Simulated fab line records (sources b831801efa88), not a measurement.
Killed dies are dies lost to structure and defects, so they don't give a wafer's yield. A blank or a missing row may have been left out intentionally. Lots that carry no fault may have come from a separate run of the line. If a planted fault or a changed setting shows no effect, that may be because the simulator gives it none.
fab line records	flow sky130
[record] lots = 7	wafers = 21	last-day = 49
route steps=708 shown RES_XHIGH@339 SD_N@342 SD_P@359 PAD_OPEN@708
lots that met no fault: from a run of the same line without faults
start-h: hours from the record's opening day to when the first of the lot's shown wafers began	wait-h: time in hours since the lot's previous step	" the same as in the row above	L1.1+2: one row covering several wafers at once	- value missing, or start not given	* or withheld: withheld	< > ~ a bound
route shown NAME@n: a module of which the file shows steps, and the number in the route of the first	usual: average and standard deviation across the fault-free wafers	same: alike in all rows	chamber/n: place in a boat	sites: the reading at each site	_std_site: their standard deviation	_edge_site: the outer-site mean with the inner-site mean subtracted	radius-mm: for every site, how far away it sits from the centre of the wafer	mask NAME#n: copy n	behind: the tool/chamber that last shaped the wafer	hold: reason for holding the lot/hours on hold/outcome of the hold	device: transistor that didn't switch, given as n, p or np	end of line: the same wafers' tests at the end of the route	for a step that has no rows: nothing shown but its recipe	killed: dies lost to structure and defects at the first sort, not the wafer's yield	map: a wafer's dies, marking killed ones x, the rest . and places with no die _
set.NAME: setting as actually run; set.NAME@STEP: the setting as run at that earlier step	model.NAME: the simulator's own value behind a step, which no gauge read
lots at selected steps of the route; one table per step, one row per wafer
services: the hour from which a tool's chamber was out of use, counted from the record's first day as start-h (under 0 if before that day), plus the number of hours and why
[[steps]]
[step SKY_RES_XHIGH_IMPLANT_07]
[recipe] species = BF2	energy-kev = 20	dose-cm2 = 3.633e+14	tilt-deg = 0
[step SKY_RES_XHIGH_STRIP_08]
[recipe] chemistry = O2/N2	power-w = 1400	pressure-mtorr = 1500	platen-temp-c = withheld	o2-flow-sccm = 3000	n2-flow-sccm = 300	overash-fraction = 0.5
[usual] drypump-motor-current-A = 5.7/0.53	oes-product-au = 0.710/0.0041	strip-time-to-endpoint-s = 14.27/0.036
lot.wafer	tool	chamber	start-h	wait-h	drypump-motor-current-A	oes-product-au	rf-hours-counter-h	strip-time-to-endpoint-s
L770.3	plasma-asher-02	0	640.84	0.1	5.0	0.713	-	14.28
L770.5	"	0	"	"	5.0	0.708	-	14.30
L770.6	"	1	"	"	6.1	0.715	-	14.32
L773.2	plasma-asher-03	0	674.11	0.1	5.5	0.716	99	14.29
L773.5	"	1	"	"	5.4	0.711	-	14.29
L773.6	"	0	"	"	5.5	0.706	-	14.29
L775.3	plasma-asher-02	0	684.24	0.1	4.9	0.711	-	14.27
L775.5	"	1	"	"	6.1	0.703	-	14.27
L775.6	"	0	"	"	5.0	0.716	-	14.27
L776.3	plasma-asher-03	0	698.04	0.1	5.5	0.709	-	14.23
L776.4	"	1	"	"	5.4	0.711	-	14.22
L776.5	"	1	"	"	5.4	0.712	-	14.19
L782.3	plasma-asher-02	1	736.77	0.1	6.1	0.706	-	14.27
L782.5	"	1	"	"	6.1	0.713	-	14.25
L782.6	"	0	"	"	5.0	0.711	-	14.26
L785.3	plasma-asher-04	0	763.64	0.1	6.6	0.719	-	14.31
L785.4	"	1	"	"	5.8	0.703	-	14.29
L785.6	"	1	"	"	5.8	0.717	-	14.32
L784.2	plasma-asher-03	0	764.69	0.1	5.5	0.709	3	14.24
L784.3	"	0	"	"	5.5	0.708	-	14.25
L784.5	"	0	"	"	5.6	0.709	-	14.24
[step SKY_RES_XHIGH_TW_MEAS_09]
[usual] RES_XHIGH_TW = 1638/14
lot.wafer	tool	chamber	start-h	wait-h	RES_XHIGH_TW
L770.3	film-metro-04	-	640.93	0.1	1655
L770.5	"	-	"	"	1650
L770.6	"	-	"	"	1653
L773.2	film-metro-04	-	674.22	0.1	1640
L773.5	"	-	"	"	1643
L773.6	"	-	"	"	1647
L775.3	film-metro-04	-	684.33	0.1	1647
L775.5	"	-	"	"	1651
L775.6	"	-	"	"	1643
L776.3	film-metro-01	-	698.13	0.1	1649
L776.4	"	-	"	"	1648
L776.5	"	-	"	"	1652
L782.3	film-metro-02	-	736.86	0.1	1628
L782.5	"	-	"	"	1616
L782.6	"	-	"	"	1618
L785.3	film-metro-02	-	763.73	0.1	1616
L785.4	"	-	"	"	1617
L785.6	"	-	"	"	1620
L784.2	film-metro-01	-	764.80	0.1	1639
L784.3	"	-	"	"	1640
L784.5	"	-	"	"	1639
[step SKY_SD_N_DEHYDRATE_00]
[recipe] temp-c = 200	time-s = 60
[step SKY_SD_N_HMDS_01]
[recipe] prime-time-s = 60	prime-temp-c = 120
[step SKY_SD_N_COAT_02]
[recipe] resist = NOVOLAK	spin-rpm = 3000	resist-thk-nm = 1140
[step SKY_SD_N_SOFTBAKE_03]
[recipe] temp-c = 90	time-s = 60	resist = NOVOLAK
[step SKY_SD_N_EXPOSE_04]
[recipe] mask-id = NSDM	na = 0.6	source-shape = conventional	sigma-outer = 0.6	polarization = unpolarized	target-cd-nm = 380	dose-mj = 139.8
[step SKY_SD_N_PEB_05]
[recipe] temp-c = withheld	time-s = *	resist = NOVOLAK
[step SKY_SD_N_DEVELOP_06]
[recipe] resist = NOVOLAK	developer = TMAH	develop-time-s = 60	dev-temp-c = 23
[step SKY_SD_N_CD_MEAS_07]
[recipe] target-cd-nm = 380
[usual] cd-nm = 379.7/2.5
lot.wafer	tool	chamber	start-h	wait-h	cd-nm
L770.3	cd-sem-01	-	669.33	0.1	379.5
L770.5	"	-	"	"	379.1
L770.6	"	-	"	"	379.2
L773.2	cd-sem-02	-	702.14	0.1	379.3
L773.5	"	-	"	"	382.0
L773.6	"	-	"	"	380.3
L775.3	cd-sem-02	-	712.30	0.1	375.3
L775.5	"	-	"	"	374.9
L775.6	"	-	"	"	377.2
L776.3	cd-sem-02	-	725.71	0.1	375.5
L776.4	"	-	"	"	375.4
L776.5	"	-	"	"	373.6
L782.3	cd-sem-01	-	763.06	0.1	378.3
L782.5	"	-	"	"	380.6
L782.6	"	-	"	"	380.8
L785.3	cd-sem-02	-	790.00	0.1	379.9
L785.4	"	-	"	"	384.2
L785.6	"	-	"	"	380.3
L784.2	cd-sem-02	-	791.29	0.1	379.2
L784.3	"	-	"	"	378.7
L784.5	"	-	"	"	377.6
[step SKY_SD_N_OVL_MEAS_08]
[usual] SD_N_OVL = 0.5/1.5
lot.wafer	tool	chamber	start-h	wait-h	SD_N_OVL[nm]
L770.3	overlay-02	-	669.42	0.1	-0.6
L770.5	"	-	"	"	0.7
L770.6	"	-	"	"	-1.6
L773.2	overlay-01	-	702.25	0.1	2.0
L773.5	"	-	"	"	-0.3
L773.6	"	-	"	"	0.0
L775.3	overlay-01	-	712.39	0.1	1.9
L775.5	"	-	"	"	1.1
L775.6	"	-	"	"	1.2
L776.3	overlay-02	-	725.81	0.1	3.6
L776.4	"	-	"	"	3.2
L776.5	"	-	"	"	0.5
L782.3	overlay-02	-	763.16	0.1	1.0
L782.5	"	-	"	"	0.0
L782.6	"	-	"	"	2.2
L785.3	overlay-01	-	790.09	0.1	-2.5
L785.4	"	-	"	"	0.5
L785.6	"	-	"	"	-0.4
L784.2	overlay-02	-	791.40	0.1	0.3
L784.3	"	-	"	"	-0.9
L784.5	"	-	"	"	2.0
[step SKY_SD_N_IMPLANT_09]
[recipe] species = As	energy-kev = 50	dose-cm2 = 4e+15	tilt-deg = 0
[usual] beam-on-s = 18.5/1.1	dose-ions-cm2 = 4e+15/4.1e+12	end-station-pressure-torr = 1.31e-05/9e-07
lot.wafer	tool	chamber	start-h	wait-h	beam-on-s	dose-ions-cm2	end-station-pressure-torr
L770.3	implanter-01	0	669.49	0.1	20.3	3.998e+15	1.21e-05
L770.5	"	0	"	"	19.8	4.001e+15	1.22e-05
L770.6	"	0	"	"	20.5	4.002e+15	1.17e-05
L773.2	implanter-02	0	702.30	0.0	28.4	6.224e+15	1.3e-05
L773.5	"	0	"	"	28.0	6.227e+15	1.23e-05
L773.6	"	0	"	"	27.6	6.225e+15	1.15e-05
L775.3	implanter-02	0	712.46	0.1	28.1	6.224e+15	1.23e-05
L775.5	"	0	"	"	27.8	6.221e+15	1.25e-05
L775.6	"	0	"	"	28.3	6.224e+15	1.12e-05
L776.3	implanter-02	0	725.88	0.1	27.7	6.224e+15	1.18e-05
L776.4	"	0	"	"	27.8	6.227e+15	1.22e-05
L776.5	"	0	"	"	28.5	6.223e+15	1.18e-05
L782.3	implanter-03	0	763.23	0.1	17.5	3.996e+15	1.38e-05
L782.5	"	0	"	"	17.5	4.004e+15	1.47e-05
L782.6	"	0	"	"	17.0	4.003e+15	1.4e-05
L785.3	implanter-01	0	790.16	0.1	20.6	4.002e+15	1.24e-05
L785.4	"	0	"	"	20.1	4.004e+15	1.18e-05
L785.6	"	0	"	"	20.2	4.002e+15	1.12e-05
L784.2	implanter-02	0	791.46	0.0	18.2	4.003e+15	1.31e-05
L784.3	"	0	"	"	17.8	3.999e+15	1.44e-05
L784.5	"	0	"	"	18.2	3.991e+15	1.35e-05
[step SKY_SD_N_IMPLANT_10]
[recipe] species = P	energy-kev = 20	dose-cm2 = 1e+14	tilt-deg = 0
[step SKY_SD_N_STRIP_11]
[recipe] chemistry = O2/N2	power-w = 1400	pressure-mtorr = 1500	platen-temp-c = withheld	o2-flow-sccm = 3000	n2-flow-sccm = 300	overash-fraction = 0.5
[usual] drypump-motor-current-A = 5.3/0.35	oes-product-au = 0.528/0.0042	strip-time-to-endpoint-s = 22.54/0.045
lot.wafer	tool	chamber	start-h	wait-h	drypump-motor-current-A	oes-product-au	rf-hours-counter-h	strip-time-to-endpoint-s
L770.3	plasma-asher-03	1	669.78	0.1	5.3	0.528	-	22.55
L770.5	"	1	"	"	5.3	0.532	-	22.57
L770.6	"	0	"	"	5.5	0.523	-	22.58
L773.2	plasma-asher-01	1	702.58	0.1	4.8	0.509	86	23.49
L773.5	"	1	"	"	4.8	0.513	-	23.50
L773.6	"	0	"	"	5.2	0.520	-	23.50
L775.3	plasma-asher-03	0	712.75	0.1	5.5	0.512	-	23.56
L775.5	"	1	"	"	5.4	0.520	-	23.56
L775.6	"	0	"	"	5.5	0.520	-	23.54
L776.3	plasma-asher-03	0	726.16	0.1	5.5	0.515	-	23.55
L776.4	"	1	"	"	5.3	0.512	-	23.54
L776.5	"	0	"	"	5.5	0.518	-	23.59
L782.3	plasma-asher-03	0	763.51	0.1	5.5	0.520	-	22.56
L782.5	"	1	"	"	5.3	0.531	-	22.59
L782.6	"	0	"	"	5.5	0.536	-	22.59
L785.3	plasma-asher-01	0	790.45	0.1	5.2	0.528	-	22.57
L785.4	"	1	"	"	4.8	0.530	-	22.59
L785.6	"	0	"	"	5.2	0.527	-	22.60
L784.2	plasma-asher-03	0	791.73	0.1	5.5	0.532	6	22.51
L784.3	"	1	"	"	5.4	0.529	-	22.59
L784.5	"	0	"	"	5.5	0.526	-	22.53
[step SKY_SD_N_TW_MEAS_12]
[usual] SD_N_TW = 3963/33
lot.wafer	tool	chamber	start-h	wait-h	SD_N_TW
L770.3	film-metro-01	-	669.86	0.1	4007
L770.5	"	-	"	"	4018
L770.6	"	-	"	"	4002
L773.2	film-metro-04	-	702.69	0.1	4021
L773.5	"	-	"	"	4059
L773.6	"	-	"	"	4044
L775.3	film-metro-04	-	712.83	0.1	4050
L775.5	"	-	"	"	4022
L775.6	"	-	"	"	4030
L776.3	film-metro-04	-	726.25	0.1	4021
L776.4	"	-	"	"	4020
L776.5	"	-	"	"	4044
L782.3	film-metro-01	-	763.60	0.1	3959
L782.5	"	-	"	"	3977
L782.6	"	-	"	"	3974
L785.3	film-metro-01	-	790.53	0.1	3980
L785.4	"	-	"	"	3967
L785.6	"	-	"	"	3963
L784.2	film-metro-01	-	791.84	0.1	3953
L784.3	"	-	"	"	3952
L784.5	"	-	"	"	3963
[step SKY_SD_N_CLEAN_13]
[recipe] chemistry = SC1/SC2	mix = 1:4:20	temp-c = 70	time-s = 150	dry = n2-spin
[step SKY_SD_N_RTA_14]
[recipe] temp-c = 1075	time-s = 2	idle-temp-c = 650	ramp-up-c-per-s = 150	ramp-down-c-per-s = 90	ambient = N2
[usual] lamp-power-pct = 15.74/0.053	wafer_temp_C_max = 1077.9/1.3
lot.wafer	tool	chamber	start-h	wait-h	lamp-power-pct	wafer_temp_C_max
L770.3	rtp-anneal-01	0	669.97	0.0	15.71	1077.9
L770.5	"	0	"	"	15.73	1078.2
L770.6	"	0	"	"	15.84	1077.2
L773.2	rtp-anneal-01	0	702.80	0.0	15.69	1077.0
L773.5	"	0	"	"	15.72	1078.3
L773.6	"	0	"	"	15.75	1079.8
L775.3	rtp-anneal-02	0	712.95	0.0	15.73	1077.8
L775.5	"	0	"	"	15.74	1077.1
L775.6	"	0	"	"	15.75	1078.9
L776.3	rtp-anneal-01	0	726.36	0.0	15.69	1076.8
L776.4	"	0	"	"	15.77	1077.8
L776.5	"	0	"	"	15.68	1079.8
L782.3	rtp-anneal-01	0	763.71	0.0	15.79	1076.0
L782.5	"	0	"	"	15.80	1079.4
L782.6	"	0	"	"	15.86	1075.9
L785.3	rtp-anneal-01	0	790.64	0.0	15.75	1077.6
L785.4	"	0	"	"	15.68	1079.7
L785.6	"	0	"	"	15.76	1077.9
L784.2	rtp-anneal-02	0	791.95	0.0	15.70	1077.7
L784.3	"	0	"	"	15.72	1077.4
L784.5	"	0	"	"	15.72	1075.7
[step SKY_SD_N_RS_MEAS_16]
[recipe] thk-meas-gauge = four-point-probe
[usual] SD_N_RS = 68.60/0.11
lot.wafer	tool	chamber	start-h	wait-h	hold	SD_N_RS[ohm/sq]
L770.3	film-metro-02	-	670.17	0.1	-	68.40
L770.5	"	-	"	"	-	68.54
L770.6	"	-	"	"	-	68.60
L773.2	film-metro-04	-	702.99	0.1	await-dispo/0.2h/release	65.35
L773.5	"	-	"	"	await-dispo/0.2h/release	65.22
L773.6	"	-	"	"	await-dispo/0.2h/release	65.37
L773.2	film-metro-04	-	703.35	0.3	-	65.26
L773.5	"	-	"	"	-	65.43
L773.6	"	-	"	"	-	65.34
L775.3	film-metro-01	-	713.15	0.1	await-dispo/0.2h/release	65.39
L775.5	"	-	"	"	await-dispo/0.2h/release	65.45
L775.6	"	-	"	"	await-dispo/0.2h/release	65.46
L775.3	film-metro-01	-	713.51	0.3	-	65.45
L775.5	"	-	"	"	-	65.48
L775.6	"	-	"	"	-	65.37
L776.3	film-metro-02	-	726.55	0.1	await-dispo/0.2h/release	65.35
L776.4	"	-	"	"	await-dispo/0.2h/release	65.34
L776.5	"	-	"	"	await-dispo/0.2h/release	65.21
L776.3	film-metro-02	-	726.91	0.3	-	65.39
L776.4	"	-	"	"	-	65.37
L776.5	"	-	"	"	-	65.11
L782.3	film-metro-01	-	763.91	0.1	-	68.68
L782.5	"	-	"	"	-	68.68
L782.6	"	-	"	"	-	68.89
L785.3	film-metro-01	-	790.84	0.1	-	68.55
L785.4	"	-	"	"	-	68.64
L785.6	"	-	"	"	-	68.59
L784.2	film-metro-02	-	792.14	0.1	-	68.60
L784.3	"	-	"	"	-	68.66
L784.5	"	-	"	"	-	68.56
[step SKY_SD_N_RS_MEAS_17]
[recipe] thk-meas-gauge = four-point-probe
[usual] SD_P_RS = 147.2/0.36
lot.wafer	tool	chamber	start-h	wait-h	hold	SD_P_RS[ohm/sq]
L770.3	film-metro-02	-	670.29	0.1	-	146.8
L770.5	"	-	"	"	-	146.8
L770.6	"	-	"	"	-	147.4
L773.2	film-metro-04	-	707.78	4.4	await-dispo/4.3h/release	147.1
L773.5	"	-	"	"	await-dispo/4.3h/release	147.3
L773.6	"	-	"	"	await-dispo/4.3h/release	147.4
L775.3	film-metro-01	-	715.52	2.0	await-dispo/1.7h/release	147.2
L775.5	"	-	"	"	await-dispo/1.7h/release	147.4
L775.6	"	-	"	"	await-dispo/1.7h/release	147.5
L776.3	film-metro-02	-	730.08	3.1	await-dispo/3.0h/release	147.3
L776.4	"	-	"	"	await-dispo/3.0h/release	147.2
L776.5	"	-	"	"	await-dispo/3.0h/release	147.2
L782.3	film-metro-01	-	764.03	0.1	-	147.5
L782.5	"	-	"	"	-	147.2
L782.6	"	-	"	"	-	147.6
L785.3	film-metro-01	-	790.96	0.1	-	147.2
L785.4	"	-	"	"	-	147.0
L785.6	"	-	"	"	-	146.9
L784.2	film-metro-02	-	792.26	0.1	-	147.3
L784.3	"	-	"	"	-	147.3
L784.5	"	-	"	"	-	147.3
[step SKY_PAD_OPEN_PROBE_99]
[usual] killed_at_M0_to_M3 = 42/5.8	killed_at_M4_up = 3.0/2	killed-at-contacts = 24/5.5	killed-at-front-end = 15/3.9	killed-at-other = 0.3/0.54	killed-dies = 85/8.8	killed-open = 47/6.8	killed-short = 38/5.9
[same] gross-dies = 492	killed-at-back-side = 0
lot.wafer	tool	chamber	start-h	wait-h	killed_at_M0_to_M3	killed_at_M4_up	killed-at-contacts	killed-at-front-end	killed-at-other	killed-dies	killed-open	killed-short	model.etest.res-ndiff.line-ohm-um	model.etest.sonos-uncharged.r-on-ohm-um	model.etest.licon-ndiff.rc-ohm	model.etest.res-ndiff-hv.rs-ohm-sq	model.etest.res-ndiff.rs-ohm-sq	model.etest.nfet-g5v0d10v5.off-log10-a-um
L770.3	prober-02	-	1097.44	0.2	43	2	19	20	0	84	47	37	748.7	824.3	173.4	111.8	117	-13.9
L770.5	prober-02	-	1097.54	0.2	42	3	29	14	0	88	55	33	750.5	812.5	179	111	116.9	-13.93
L770.6	prober-02	-	1097.59	0.2	33	1	23	10	0	67	37	30	767.3	795	186.4	111	117.6	-13.79
L773.2	prober-01	-	1122.99	0.1	34	8	25	9	0	76	33	43	693.3	765.4	159.8	101.8	109.3	-13.67
L773.5	prober-01	-	1123.14	0.2	29	2	31	19	0	81	47	34	692.1	788.4	162.4	102.4	108.2	-13.74
L773.6	prober-01	-	1123.19	0.2	43	7	23	14	0	87	42	45	692.4	760.9	163.8	102.3	109.2	-13.74
L775.3	prober-01	-	1130.12	0.2	50	1	22	16	1	90	54	36	676.2	756	165.4	102.3	109.1	-13.63
L775.5	prober-01	-	1130.22	0.2	42	5	20	14	0	81	52	28	680	770.9	165.3	102.4	108.3	-13.71
L775.6	prober-01	-	1130.27	0.2	41	6	23	16	0	86	53	33	691.4	769.8	162.4	102.7	108.5	-13.63
L776.3	prober-02	-	1139.59	0.2	48	1	30	11	0	90	59	31	699.5	750.2	161.4	103	109.3	-13.87
L776.4	prober-02	-	1139.64	0.2	39	2	29	17	0	87	47	40	693.1	785.7	164.2	102.8	108.5	-13.83
L776.5	prober-02	-	1139.69	0.2	42	2	26	16	0	86	46	40	675	769.7	152.2	103.2	108.4	-13.82
L782.3	prober-02	-	1165.07	0.2	44	6	15	11	0	76	42	34	769.9	823.4	185.3	114.5	120.1	-13.84
L782.5	prober-02	-	1165.17	0.2	37	3	33	14	1	88	46	42	771.4	829.4	185.3	113.8	119.9	-13.82
L782.6	prober-02	-	1165.22	0.2	44	3	20	16	0	83	42	41	786.4	806.1	178.5	114.1	122.1	-13.85
L785.3	prober-02	-	1183.67	0.2	41	4	24	12	0	81	47	34	765.7	793.5	182.7	113.8	119.7	-13.96
L785.4	prober-02	-	1183.72	0.2	42	3	22	17	0	84	39	45	765.7	781.2	183.7	113.4	119.1	-13.81
L785.6	prober-02	-	1183.82	0.2	42	2	16	23	1	84	46	36	762.9	797	182.1	114.3	119	-13.89
L784.2	prober-01	-	1185.12	0.1	43	1	21	19	1	85	46	39	766.4	791.9	168.9	113.8	120.6	-13.76
L784.3	prober-01	-	1185.17	0.2	57	7	15	19	0	98	53	45	762.3	798.1	190.2	114.3	120.3	-13.76
L784.5	prober-01	-	1185.27	0.2	40	1	19	19	1	80	44	35	759.2	797.9	185.6	114.7	120.2	-13.79
// killed by level:class
L770.3 VIA1:geometric-particle:open=10 POLY_GATE:geometric-particle:open=6 CONTACT:geometric-particle:open=6 VIA2:geometric-particle:open=6 CONTACT:geometric-particle:short=5 VIA3:geometric-particle:open=5 POLY_GATE:geometric-particle:short=4 LI_CONTACT:geometric-particle:open=4
L770.5 LI_CONTACT:geometric-particle:open=12 VIA1:geometric-particle:open=11 CONTACT:geometric-particle:open=8 VIA2:geometric-particle:open=8 POLY_GATE:geometric-particle:open=5 METAL2:geometric-particle:short=5 LI_CONTACT:geometric-particle:short=4 VIA2:geometric-particle:short=4
L770.6 CONTACT:geometric-particle:open=8 LI_CONTACT:geometric-particle:open=6 VIA1:geometric-particle:open=5 METAL2:geometric-particle:short=5 VIA2:geometric-particle:open=5 FIELD_ISO:geometric-particle:short=4 LI_CONTACT:geometric-particle:short=4 VIA3:geometric-particle:short=4
L773.2 CONTACT:geometric-particle:open=7 CONTACT:geometric-particle:short=7 METAL1:geometric-particle:short=6 METAL4:geometric-particle:short=6 FIELD_ISO:geometric-particle:open=5 LI_CONTACT:geometric-particle:open=4 LOCAL_INTERCONNECT:geometric-particle:short=4 METAL2:geometric-particle:short=4
L773.5 LI_CONTACT:geometric-particle:open=12 CONTACT:geometric-particle:open=10 VIA3:geometric-particle:open=9 FIELD_ISO:geometric-particle:open=7 METAL2:geometric-particle:short=7 POLY_GATE:geometric-particle:open=4 CONTACT:geometric-particle:short=4 FIELD_ISO:geometric-particle:short=3
L773.6 VIA1:geometric-particle:open=9 VIA2:geometric-particle:open=8 CONTACT:geometric-particle:open=6 LI_CONTACT:geometric-particle:open=6 METAL1:geometric-particle:short=6 METAL2:geometric-particle:short=6 VIA2:geometric-particle:short=5 METAL4:geometric-particle:short=5
L775.3 VIA1:geometric-particle:open=11 VIA2:geometric-particle:open=8 LI_CONTACT:geometric-particle:open=8 CONTACT:geometric-particle:open=8 METAL2:geometric-particle:short=6 VIA3:geometric-particle:open=6 FIELD_ISO:geometric-particle:open=4 VIA1:geometric-particle:short=4
L775.5 VIA1:geometric-particle:open=12 CONTACT:geometric-particle:open=7 LI_CONTACT:geometric-particle:open=6 VIA2:geometric-particle:open=6 VIA3:geometric-particle:open=6 METAL4:geometric-particle:short=5 POLY_CUT:geometric-particle:open=4 METAL1:geometric-particle:short=4
L775.6 VIA1:geometric-particle:open=10 VIA2:geometric-particle:open=10 CONTACT:geometric-particle:open=8 METAL1:geometric-particle:short=6 LI_CONTACT:geometric-particle:open=6 FIELD_ISO:geometric-particle:open=5 FIELD_ISO:geometric-particle:short=4 METAL1:geometric-particle:open=4
L776.3 CONTACT:geometric-particle:open=13 VIA1:geometric-particle:open=12 LI_CONTACT:geometric-particle:open=9 METAL2:geometric-particle:short=9 VIA3:geometric-particle:open=7 POLY_GATE:geometric-particle:open=5 VIA2:geometric-particle:open=5 METAL1:geometric-particle:short=4
L776.4 LI_CONTACT:geometric-particle:open=10 CONTACT:geometric-particle:open=10 POLY_GATE:geometric-particle:short=7 VIA1:geometric-particle:open=6 METAL1:geometric-particle:short=6 VIA2:geometric-particle:open=6 VIA3:geometric-particle:open=5 VIA2:geometric-particle:short=5
L776.5 CONTACT:geometric-particle:open=14 VIA3:geometric-particle:open=7 POLY_GATE:geometric-particle:short=5 METAL1:geometric-particle:short=5 VIA1:geometric-particle:open=5 METAL2:geometric-particle:short=5 FIELD_ISO:geometric-particle:short=4 METAL2:geometric-particle:open=4
L782.3 VIA1:geometric-particle:open=13 METAL2:geometric-particle:short=8 VIA3:geometric-particle:open=7 LI_CONTACT:geometric-particle:open=6 CONTACT:geometric-particle:open=5 METAL3:geometric-particle:short=5 METAL1:geometric-particle:short=3 SPACER:geometric-particle:short=3
L782.5 CONTACT:geometric-particle:open=11 VIA1:geometric-particle:open=11 LI_CONTACT:geometric-particle:open=8 LI_CONTACT:geometric-particle:short=6 VIA1:geometric-particle:short=6 LOCAL_INTERCONNECT:geometric-particle:short=5 METAL2:geometric-particle:short=4 FIELD_ISO:geometric-particle:short=3
L782.6 CONTACT:geometric-particle:open=12 METAL2:geometric-particle:short=8 VIA3:geometric-particle:open=7 VIA2:geometric-particle:open=6 FIELD_ISO:geometric-particle:open=5 VIA1:geometric-particle:open=5 VIA3:geometric-particle:short=5 METAL1:geometric-particle:short=5
L785.3 LI_CONTACT:geometric-particle:open=8 VIA2:geometric-particle:open=8 CONTACT:geometric-particle:open=7 METAL2:geometric-particle:short=7 VIA1:geometric-particle:open=6 CONTACT:geometric-particle:short=4 VIA3:geometric-particle:open=4 METAL4:geometric-particle:short=4
L785.4 VIA1:geometric-particle:open=12 VIA1:geometric-particle:short=9 CONTACT:geometric-particle:open=8 LOCAL_INTERCONNECT:geometric-particle:short=6 METAL1:geometric-particle:short=6 FIELD_ISO:geometric-particle:open=5 VIA2:geometric-particle:open=5 POLY_GATE:geometric-particle:short=4
L785.6 VIA3:geometric-particle:open=12 METAL1:geometric-particle:short=6 VIA1:geometric-particle:open=6 SPACER:geometric-particle:short=5 LI_CONTACT:geometric-particle:open=5 VIA2:geometric-particle:open=5 FIELD_ISO:geometric-particle:open=4 CONTACT:geometric-particle:short=4
L784.2 VIA2:geometric-particle:open=10 CONTACT:geometric-particle:open=8 VIA1:geometric-particle:short=6 VIA1:geometric-particle:open=6 METAL2:geometric-particle:short=6 VIA3:geometric-particle:open=6 POLY_GATE:geometric-particle:short=5 LI_CONTACT:geometric-particle:open=5
L784.3 VIA1:geometric-particle:open=17 METAL2:geometric-particle:short=8 METAL4:geometric-particle:short=7 CONTACT:geometric-particle:open=7 METAL1:geometric-particle:short=6 FIELD_ISO:geometric-particle:open=5 VIA3:geometric-particle:open=5 POLY_GATE:geometric-particle:short=4
L784.5 VIA1:geometric-particle:open=8 CONTACT:geometric-particle:open=7 VIA3:geometric-particle:open=7 FIELD_ISO:geometric-particle:open=6 LI_CONTACT:geometric-particle:open=6 METAL3:geometric-particle:short=5 VIA1:geometric-particle:short=4 METAL2:geometric-particle:short=4
[[services]]
tool	chamber	start-h	hours	kind
implanter-03	-	640.74	4.1	repair
plasma-asher-01	-	652.99	6.3	repair
implanter-02	-	671.42	2.8	pm
rtp-anneal-02	-	678.38	1.2	pm
implanter-03	-	680.99	2.3	repair
implanter-02	-	682.07	0.9	repair
implanter-01	-	688.91	2.3	repair
implanter-03	-	698.40	4.2	repair
plasma-asher-02	-	711.60	2.8	pm
plasma-asher-04	-	718.68	1.3	repair
implanter-02	-	731.73	9.5	repair
plasma-asher-03	-	733.75	9.0	pm
plasma-asher-03	0	733.75	9.0	vent-cycle
plasma-asher-03	1	733.75	9.0	vent-cycle
plasma-asher-02	-	738.30	37.4	repair
plasma-asher-03	0	742.75	-	clean
plasma-asher-03	1	742.75	-	clean
plasma-asher-04	-	754.40	3.5	repair
plasma-asher-04	-	772.64	0.4	repair
rtp-anneal-02	-	774.91	8.2	pm
implanter-01	-	788.07	1.3	repair
[[key]]
[first-sign] step = SKY_SD_N_IMPLANT_09	reading = dose-ions-cm2	direction = up	sigmas = 99+	usual = *	struck = *
[effect] step = SKY_SD_N_IMPLANT_09	reading = beam-on-s	direction = up	sigmas = 8.4	usual = 18.5	struck = 28.0
[effect] step = SKY_SD_N_STRIP_11	reading = strip-time-to-endpoint-s	direction = up	sigmas = 22	usual = *	struck = *
[effect] step = SKY_SD_N_TW_MEAS_12	reading = SD_N_TW	direction = up	sigmas = 2.2	usual = 3963	struck = 4035
[effect] step = SKY_SD_N_RS_MEAS_16	reading = visit	direction = added
[effect] step = SKY_SD_N_RS_MEAS_16	reading = SD_N_RS	direction = down	sigmas = 29	usual = 68.60	struck = 65.35
[model-effect] step = SKY_PAD_OPEN_PROBE_99	value = etest.res-ndiff.line-ohm-um	without = 759.4	struck = 688.1
met-at SKY_SD_N_IMPLANT_09
struck-wafers L773.2,L773.5,L773.6,L775.3,L775.5,L775.6,L776.3,L776.4,L776.5
tester-left-out L773,L775,L776
[fault] kind = process-parameter-drift	tool = implanter-02	chamber = -	onset-h = 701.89	steps = SKY_SD_N_IMPLANT_09	channel = dose-cm2	offset = *	shape = step	end-h = 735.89	acts-in = *	stated = *
// tester-left-out: of these lots the tester's yield and bins aren't shown, on N5 and GAA mostly nor the transistor test; their killed dies are dies lost to structure and defects alone, not to doping, threshold or leakage, so they don't give the yield
